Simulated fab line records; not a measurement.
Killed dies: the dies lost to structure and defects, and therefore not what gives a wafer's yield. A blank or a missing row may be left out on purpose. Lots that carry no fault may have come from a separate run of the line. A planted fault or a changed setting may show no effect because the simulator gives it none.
Matching of chambers -- flow gf180mcu -- GF_V1_CMP_26 on cmp-01 has 4 sister chambers
The step polishes, stops on SiO2, t overpolish 15 s, target thk 0 nm. 8 wafers are shown with their chamber, then 9 later ones without.

== WAFERS WITH THEIR CHAMBER ==
wafer,chamber,motor current A (A),time to endpoint s (s)
L444.3,3,12.0,77
L447.6,1,9.1,84
L449.1,0,12.1,74
L449.3,2,12.0,73
L449.6,2,12.0,74
L450.1,0,12.6,82
L450.2,3,12.2,79
L450.3,1,9.3,91

== WAFERS WITHOUT THEIR CHAMBER ==
wafer,motor current A (A),time to endpoint s (s)
L456.2,11.1,80
L456.3,11.9,82
L456.6,12.1,79
L457.3,12.4,78
L457.4,8.6,84
L457.5,12.0,77
L461.3,11.4,81
L461.4,12.0,81
L461.6,11.7,79

== THE CHAMBER EACH PASSED THROUGH ==
wafer,from the rows above,in truth
L456.2,can't be placed: 2 or 3 or 0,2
L456.3,can't be placed: 3 or 2 or 0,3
L456.6,can't be placed: 3 or 0 or 2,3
L457.3,can't be placed: 0 or 3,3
L457.4,1,1
L457.5,can't be placed: 3 or 2 or 0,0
L461.3,can't be placed: 3 or 2 or 0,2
L461.4,can't be placed: 3 or 0 or 2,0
L461.6,can't be placed: 3 or 2 or 0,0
1 of 9 placed correctly. These rows do not allow placing 8 (true chamber among the candidates in 8). Placed wrongly: 0.
How it was worked out, from the rows above alone: a wafer's distance from a chamber is the root of the sum, over the readings, of the square of ((its reading less the chamber's mean) divided by the reading's scatter). The wafer belongs to the nearest chamber; if the next one is less than 2 further off, it can't be placed. Each chamber's mean is taken over the wafers shown for it. The scatter: take each reading less its chamber's mean, square it, sum over the shown wafers, divide by the number of wafers less the number of chambers, and take the root.
